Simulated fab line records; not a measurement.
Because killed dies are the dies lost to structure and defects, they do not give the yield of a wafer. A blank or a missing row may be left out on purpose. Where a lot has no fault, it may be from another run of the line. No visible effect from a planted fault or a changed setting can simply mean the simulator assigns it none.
fab line records | flow sky130
record lots=4 wafers=12 last-day=49
route steps=708 shown POLY_CUT@317 SD_P@320 RES_XHIGH@332 SD_N@342 PAD_OPEN@708
lots with no fault: from the same line, run without faults
start-h: the number of hours between the record's first day and the start of the first shown wafer of the lot | wait-h: hours elapsed since this lot's preceding step | " repeats the value in the row above | L1.1+2: several wafers, shown together as one row | - no value present, or no start provided | * or withheld: withheld | < > ~ a bound
route shown NAME@n: a module of which the file shows steps, and the number in the route of the first | usual: average and standard deviation across the fault-free wafers | same: alike in all rows | chamber/n: place in a boat | sites: the reading at each site | _std_site: the standard deviation of these | _edge_site: inner sites' mean taken away from outer sites' mean | radius-mm: for every site, how far away it sits from the centre of the wafer | mask NAME#n: copy n | behind: the most recent tool/chamber to have shaped the wafer | hold: why the lot was held/for how many hours/how that ended | device: the transistor (n, p or np) that didn't switch | end of line: tests run on the same wafers once the route is complete | where a step has no rows: the recipe by itself | killed: dies that structure and defects cost at the first sort, which is not the same as the wafer's yield | map: dies across one wafer; x = killed, . = not, _ = none there
set.NAME: the run value of the setting; set.NAME@STEP: its run value at that earlier step | model.NAME: the simulator's own value behind a step, which no gauge read
lots at selected steps of the route; one table per step, one row per wafer
services: a tool's chamber out of use, with start hour (start-h, from the record's first day; less than 0 if before it), hours out, and reason
## steps
# step SKY_POLY_CUT_ETCH_10
# recipe chemistry=N2/H2 target=BARC ion-energy-ev=200 source-w=500 bias-w=100 pressure-mtorr=30 n2-flow-sccm=100 h2-flow-sccm=200 stop-on=SiO2 time-s=45.9 target-depth-a=600
# step SKY_POLY_CUT_ETCH_11
# recipe target=Si3N4 chemistry=CF4/CH2F2/Ar stop-on=poly-Si source-w=600 bias-w=150 pressure-mtorr=40 cf4-flow-sccm=40 ch2f2-flow-sccm=20 Ar_flow_sccm=150 time-s=42.5 target-depth-a=600
# step SKY_POLY_CUT_STRIP_12
# recipe chemistry=O2/N2 power-w=1400 pressure-mtorr=1500 platen-temp-c=withheld o2-flow-sccm=3000 n2-flow-sccm=300 overash-fraction=0.5
# step SKY_SD_P_DEHYDRATE_00
# recipe temp-c=200 time-s=60
# step SKY_SD_P_HMDS_01
# recipe prime-time-s=60 prime-temp-c=120
# step SKY_SD_P_COAT_02
# recipe resist=NOVOLAK spin-rpm=3000 resist-thk-nm=1140
# step SKY_SD_P_SOFTBAKE_03
# recipe temp-c=90 time-s=60 resist=NOVOLAK
# step SKY_SD_P_EXPOSE_04
# recipe mask-id=PSDM na=0.6 source-shape=conventional sigma-outer=0.6 polarization=unpolarized target-cd-nm=380 dose-mj=138
# step SKY_SD_P_PEB_05
# recipe temp-c=withheld time-s=* resist=NOVOLAK
# step SKY_SD_P_DEVELOP_06
# recipe resist=NOVOLAK developer=TMAH develop-time-s=60 dev-temp-c=23
# step SKY_SD_P_IMPLANT_09
# recipe species=BF2 energy-kev=20 dose-cm2=3e+15 tilt-deg=0
# columns lot.wafer tool chamber start-h wait-h
L683.1+3+6 implanter-02 0 655.38 0.0
L683.1+3+6 implanter-02 0 655.69 0.3
L684.1+2+5 implanter-01 0 656.77 0.0
L685.1+2+4 implanter-03 0 662.43 0.0
L693.3+5+6 implanter-02 0 737.26 0.1
L693.3+5+6 implanter-02 0 737.57 0.3
# step SKY_SD_P_STRIP_10
# recipe chemistry=O2/N2 power-w=1400 pressure-mtorr=1500 platen-temp-c=withheld o2-flow-sccm=3000 n2-flow-sccm=300 overash-fraction=0.5
# usual drypump-motor-current-A=5.9/0.47 oes-product-au=0.618/0.0045 strip-time-to-endpoint-s=17.49/0.045
# columns lot.wafer tool chamber start-h wait-h drypump-motor-current-A oes-product-au rf-hours-counter-h strip-time-to-endpoint-s
L683.1 plasma-asher-01 0 655.84 0.1 6.7 0.586 90 18.92
L683.3 " 1 " " 5.7 0.588 - 18.97
L683.6 " 0 " " 6.7 0.588 - 18.98
L684.1 plasma-asher-01 0 656.92 0.1 6.7 0.624 90 17.50
L684.2 " 1 " " 5.7 0.611 90 17.47
L684.5 " 0 " " 6.7 0.614 - 17.45
L685.1 plasma-asher-03 0 662.58 0.1 6.1 0.623 53 17.62
L685.2 " 1 " " 5.5 0.618 53 17.60
L685.4 " 1 " " 5.5 0.620 - 17.58
L693.3 plasma-asher-02 0 737.71 0.1 5.4 0.589 - 18.88
L693.5 " 0 " " 5.4 0.582 - 18.83
L693.6 " 1 " " 6.2 0.600 - 18.85
# step SKY_SD_P_TW_MEAS_11
# usual SD_P_TW=2815/24
# columns lot.wafer tool chamber start-h wait-h SD_P_TW
L683.1 film-metro-03 - 655.99 0.1 3150
L683.3 " - " " 3153
L683.6 " - " " 3146
L684.1 film-metro-03 - 657.02 0.1 2858
L684.2 " - " " 2848
L684.5 " - " " 2853
L685.1 film-metro-04 - 662.68 0.1 2806
L685.2 " - " " 2793
L685.4 " - " " 2814
L693.3 film-metro-04 - 737.79 0.1 3082
L693.5 " - " " 3093
L693.6 " - " " 3086
# step SKY_RES_XHIGH_DEHYDRATE_00
# recipe temp-c=200 time-s=60
# step SKY_RES_XHIGH_HMDS_01
# recipe prime-time-s=60 prime-temp-c=120
# step SKY_RES_XHIGH_COAT_02
# recipe resist=NOVOLAK spin-rpm=3000 resist-thk-nm=1140
# step SKY_RES_XHIGH_SOFTBAKE_03
# recipe temp-c=90 time-s=60 resist=NOVOLAK
# step SKY_RES_XHIGH_EXPOSE_04
# recipe mask-id=URPM na=0.6 source-shape=conventional sigma-outer=0.6 polarization=unpolarized target-cd-nm=1270 dose-mj=140
# step SKY_RES_XHIGH_PEB_05
# recipe temp-c=withheld time-s=* resist=NOVOLAK
# step SKY_RES_XHIGH_DEVELOP_06
# recipe resist=NOVOLAK developer=TMAH develop-time-s=60 dev-temp-c=23
# step SKY_RES_XHIGH_IMPLANT_07
# recipe species=BF2 energy-kev=20 dose-cm2=3.6e+14 tilt-deg=0
# step SKY_RES_XHIGH_STRIP_08
# recipe chemistry=O2/N2 power-w=1400 pressure-mtorr=1500 platen-temp-c=withheld o2-flow-sccm=3000 n2-flow-sccm=300 overash-fraction=0.5
# step SKY_SD_N_DEHYDRATE_00
# recipe temp-c=200 time-s=60
# step SKY_SD_N_HMDS_01
# recipe prime-time-s=60 prime-temp-c=120
# step SKY_SD_N_COAT_02
# recipe resist=NOVOLAK spin-rpm=3000 resist-thk-nm=1140
# step SKY_SD_N_SOFTBAKE_03
# recipe temp-c=90 time-s=60 resist=NOVOLAK
# step SKY_SD_N_EXPOSE_04
# recipe mask-id=NSDM na=0.6 source-shape=conventional sigma-outer=0.6 polarization=unpolarized target-cd-nm=380 dose-mj=141
# step SKY_SD_N_PEB_05
# recipe temp-c=withheld time-s=* resist=NOVOLAK
# step SKY_SD_N_DEVELOP_06
# recipe resist=NOVOLAK developer=TMAH develop-time-s=60 dev-temp-c=23
# step SKY_SD_N_IMPLANT_09
# recipe species=As energy-kev=50 dose-cm2=4e+15 tilt-deg=0
# step SKY_SD_N_IMPLANT_10
# recipe species=P energy-kev=20 dose-cm2=1e+14 tilt-deg=0
# step SKY_SD_N_STRIP_11
# recipe chemistry=O2/N2 power-w=1400 pressure-mtorr=1500 platen-temp-c=withheld o2-flow-sccm=3000 n2-flow-sccm=300 overash-fraction=0.5
# step SKY_SD_N_CLEAN_13
# recipe chemistry=SC1/SC2 mix=1:4:20 temp-c=70 time-s=150 dry=n2-spin
# step SKY_SD_N_RTA_14
# recipe temp-c=1075 time-s=2 idle-temp-c=650 ramp-up-c-per-s=150 ramp-down-c-per-s=90 ambient=N2
# step SKY_SD_N_RS_MEAS_17
# recipe thk-meas-gauge=four-point-probe
# usual SD_P_RS=147.0/0.36
# columns lot.wafer tool chamber start-h wait-h SD_P_RS[ohm/sq]
L683.1 film-metro-03 - 712.21 0.1 138.0
L683.3 " - " " 138.3
L683.6 " - " " 138.1
L684.1 film-metro-02 - 713.95 0.1 146.3
L684.2 " - " " 146.4
L684.5 " - " " 146.7
L685.1 film-metro-03 - 719.10 0.1 147.1
L685.2 " - " " 147.1
L685.4 " - " " 147.0
L693.3 film-metro-04 - 791.04 0.1 137.8
L693.5 " - " " 137.8
L693.6 " - " " 137.7
# step SKY_PAD_OPEN_PROBE_99
# usual killed_at_M0_to_M3=44/6.6 killed_at_M4_up=3.4/1.9 killed-at-contacts=25/5.6 killed-at-front-end=15/4.6 killed-at-other=0.3/0.6 killed-dies=88/9.5 killed-open=47/7.1 killed-short=40/6.4
# same gross-dies=492 killed-at-back-side=0
# columns lot.wafer tool chamber start-h wait-h killed_at_M0_to_M3 killed_at_M4_up killed-at-contacts killed-at-front-end killed-at-other killed-dies killed-open killed-short model.etest.res-high-po.line-ohm-um model.etest.res-pdiff.line-ohm-um model.etest.licon-high-po.rc-ohm model.etest.pfet-g5v0d10v5.r-on-ohm-um model.etest.licon-pdiff.rc-ohm model.etest.res-high-po.rs-ohm-sq model.etest.res-pdiff-hv.rs-ohm-sq model.etest.res-pdiff.rs-ohm-sq
L683.1 prober-01 - 1119.58 0.1 43 1 23 10 1 78 43 34 523.7 1136 200 4618 468.4 183.4 158.7 165.1
L683.3 prober-01 - 1119.68 0.2 44 4 19 18 1 86 41 44 518 1148 195 4623 479 181.3 157.5 165.1
L683.6 prober-01 - 1119.83 0.2 46 0 21 14 0 81 44 36 524.6 1139 193 4682 488.3 181.5 159.6 165.7
L684.1 prober-02 - 1121.08 0.1 39 5 28 19 0 91 48 43 743.2 1365 349.1 4801 599.2 262.9 189.8 196.5
L684.2 prober-02 - 1121.13 0.1 34 3 20 13 0 70 35 35 759.1 1342 340.7 4720 576.2 268.5 187.9 195.5
L684.5 prober-02 - 1121.28 0.2 39 4 25 22 0 90 45 45 734.6 1318 339.5 4702 579.5 260.6 190.9 196.1
L685.1 prober-01 - 1126.59 0.1 38 7 30 14 0 89 59 30 714.2 1336 327.2 4630 570.1 254.2 189.7 196.9
L685.2 prober-01 - 1126.64 0.1 53 5 26 18 1 103 52 50 731.6 1353 335.6 4590 558.6 254.8 190.7 199.1
L685.4 prober-01 - 1126.74 0.2 51 3 34 16 1 105 60 44 729.4 1328 348.6 4659 562.5 256.8 189.9 197
L693.3 prober-01 - 1175.86 0.2 48 7 24 9 0 88 41 47 508.9 1126 200.3 4646 476.4 177.7 159.4 164.9
L693.5 prober-01 - 1175.96 0.2 47 3 15 19 3 87 36 49 496.4 1144 190.4 4605 501.8 175.2 157.1 163.8
L693.6 prober-01 - 1176.01 0.2 39 6 24 24 0 93 44 49 512.5 1153 196.4 4621 491 178.4 157.9 164.7
# killed by level:class
L683.1 VIA3:geometric-particle:open=14 LOCAL_INTERCONNECT:geometric-particle:short=7 VIA1:geometric-particle:open=7 CONTACT:geometric-particle:short=7 METAL2:geometric-particle:short=5 VIA2:geometric-particle:open=5 CONTACT:geometric-particle:open=4 FIELD_ISO:geometric-particle:open=3
L683.3 METAL1:geometric-particle:short=11 CONTACT:geometric-particle:open=10 VIA1:geometric-particle:open=8 POLY_GATE:geometric-particle:short=7 VIA3:geometric-particle:open=6 METAL2:geometric-particle:short=5 VIA2:geometric-particle:open=4 FIELD_ISO:geometric-particle:open=3
L683.6 VIA1:geometric-particle:open=11 CONTACT:geometric-particle:open=7 LOCAL_INTERCONNECT:geometric-particle:short=5 METAL1:geometric-particle:short=5 VIA1:geometric-particle:short=5 VIA3:geometric-particle:open=5 POLY_GATE:geometric-particle:open=4 POLY_GATE:geometric-particle:short=4
L684.1 VIA1:geometric-particle:open=15 CONTACT:geometric-particle:open=8 CONTACT:geometric-particle:short=7 FIELD_ISO:geometric-particle:short=6 FIELD_ISO:geometric-particle:open=5 LI_CONTACT:geometric-particle:open=5 METAL1:geometric-particle:short=5 LOCAL_INTERCONNECT:geometric-particle:short=4
L684.2 VIA1:geometric-particle:open=9 LI_CONTACT:geometric-particle:open=9 POLY_GATE:geometric-particle:short=6 METAL2:geometric-particle:short=6 VIA2:geometric-particle:open=6 CONTACT:geometric-particle:open=5 CONTACT:geometric-particle:short=4 FIELD_ISO:geometric-particle:short=3
L684.5 VIA1:geometric-particle:open=10 LI_CONTACT:geometric-particle:open=8 LOCAL_INTERCONNECT:geometric-particle:short=6 VIA2:geometric-particle:open=6 POLY_GATE:geometric-particle:short=5 POLY_GATE:geometric-particle:open=5 VIA1:geometric-particle:short=5 CONTACT:geometric-particle:short=5
L685.1 CONTACT:geometric-particle:open=13 VIA1:geometric-particle:open=12 LI_CONTACT:geometric-particle:open=8 VIA2:geometric-particle:open=8 CONTACT:geometric-particle:short=7 VIA3:geometric-particle:open=5 METAL4:geometric-particle:short=5 POLY_GATE:geometric-particle:short=4
L685.2 VIA1:geometric-particle:open=13 CONTACT:geometric-particle:open=11 VIA3:geometric-particle:open=9 FIELD_ISO:geometric-particle:short=7 LOCAL_INTERCONNECT:geometric-particle:short=6 METAL1:geometric-particle:short=6 VIA1:geometric-particle:short=5 METAL2:geometric-particle:short=5
L685.4 VIA1:geometric-particle:open=12 LI_CONTACT:geometric-particle:open=10 VIA2:geometric-particle:open=9 CONTACT:geometric-particle:open=8 LOCAL_INTERCONNECT:geometric-particle:short=8 METAL2:geometric-particle:short=8 METAL1:geometric-particle:short=6 CONTACT:geometric-particle:short=5
L693.3 CONTACT:geometric-particle:open=9 METAL1:geometric-particle:short=8 VIA1:geometric-particle:open=8 METAL4:geometric-particle:short=7 VIA3:geometric-particle:open=7 VIA1:geometric-particle:short=5 METAL2:geometric-particle:short=5 VIA2:geometric-particle:open=5
L693.5 METAL2:geometric-particle:short=8 VIA3:geometric-particle:open=7 METAL1:geometric-particle:short=7 POLY_GATE:geometric-particle:short=6 LI_CONTACT:geometric-particle:open=5 VIA1:geometric-particle:open=5 VIA2:geometric-particle:open=5 VIA1:geometric-particle:short=4
L693.6 CONTACT:geometric-particle:open=10 VIA3:geometric-particle:open=8 FIELD_ISO:geometric-particle:short=6 POLY_CUT:geometric-particle:short=5 METAL1:geometric-particle:short=5 FIELD_ISO:geometric-particle:open=4 LI_CONTACT:geometric-particle:short=4 LOCAL_INTERCONNECT:geometric-particle:short=4
## services
# columns tool chamber start-h hours kind
implanter-01 - 659.64 11.1 pm
implanter-02 - 667.74 4.2 repair
implanter-01 - 679.50 3.4 repair
implanter-03 - 696.90 3.4 repair
implanter-03 - 714.70 3.9 repair
implanter-03 - 727.71 1.4 repair
plasma-asher-01 - 733.75 9.0 pm
plasma-asher-01 0 733.75 9.0 vent-cycle
plasma-asher-01 1 733.75 9.0 vent-cycle
implanter-03 - 735.88 2.1 repair
## key
first-sign step=SKY_SD_P_IMPLANT_09 reading=visit direction=added
effect step=SKY_SD_P_STRIP_10 reading=strip-time-to-endpoint-s direction=up sigmas=31 usual=* struck=*
effect step=SKY_SD_P_TW_MEAS_11 reading=SD_P_TW direction=up sigmas=13 usual=2815 struck=3118
effect step=SKY_SD_N_RS_MEAS_17 reading=SD_P_RS direction=down sigmas=25 usual=147.0 struck=138.0
model-effect step=SKY_PAD_OPEN_PROBE_99 value=etest.res-high-po.line-ohm-um without=734.1 struck=514
met-at SKY_SD_P_IMPLANT_09
struck-wafers L683.1,L683.3,L683.6,L693.3,L693.5,L693.6
tester-left-out L683,L693
fault kind=repeated-step-whole tool=implanter-01,implanter-02,implanter-03 chamber=- onset-h=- steps=SKY_SD_P_IMPLANT_09 times=1 scope=struck-lots-only
# tester-left-out: of these lots the tester's yield and bins aren't shown, on N5 and GAA mostly nor the transistor test; their killed dies are dies lost to structure and defects alone, not to doping, threshold or leakage, so they don't give the yield
